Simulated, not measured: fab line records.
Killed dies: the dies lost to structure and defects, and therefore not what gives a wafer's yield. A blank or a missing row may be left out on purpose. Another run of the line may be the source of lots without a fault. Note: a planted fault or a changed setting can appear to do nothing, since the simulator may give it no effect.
Chamber matching -- flow gf180mcu -- 3 sister chambers for GF_V4_CVD_02 on pecvd-04
The step deposits SiO2 from TEOS, target thk 850 nm, time 94.851 s. 3 wafers are shown with their chamber, then 11 later ones without.

WAFERS, EACH WITH ITS CHAMBER
wafer,chamber,heater-power-w (W)
L084.5,0,763
L087.4,2,810
L088.3,1,755

WAFERS MISSING THEIR CHAMBER
wafer,heater-power-w (W)
L088.4,788
L088.5,660
L093.1,822
L093.2,694
L093.3,719
L093.4,727
L093.5,775
L093.6,647
L096.4,820
L096.5,790
L096.6,687

THE CHAMBER EACH PASSED THROUGH
wafer,from the rows above,in truth
L088.4,can't be placed: 2 or 0 or 1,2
L088.5,can't be placed: 1 or 0 or 2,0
L093.1,can't be placed: 2 or 0 or 1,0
L093.2,can't be placed: 1 or 0 or 2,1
L093.3,can't be placed: 1 or 0 or 2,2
L093.4,can't be placed: 1 or 0 or 2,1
L093.5,can't be placed: 0 or 1 or 2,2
L093.6,can't be placed: 1 or 0 or 2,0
L096.4,can't be placed: 2 or 0 or 1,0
L096.5,can't be placed: 2 or 0 or 1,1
L096.6,can't be placed: 1 or 0 or 2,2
Placed correctly: 0 of 11. Not placeable from these rows: 11 (in 11, the candidates include the true chamber). Placed wrongly: 0.
How it was worked out, from the rows above alone: a wafer's distance from a chamber is the root of the sum, over the readings, of the square of ((its reading less the chamber's mean) divided by the reading's scatter). The wafer belongs to the nearest chamber; if the next one is less than 2 further off, it can't be placed. The mean given for a chamber averages the wafers shown for that chamber. The scatter (one wafer shown for each chamber): square how far every hidden wafer sits from the nearest shown wafer, average those squares and take the square root.
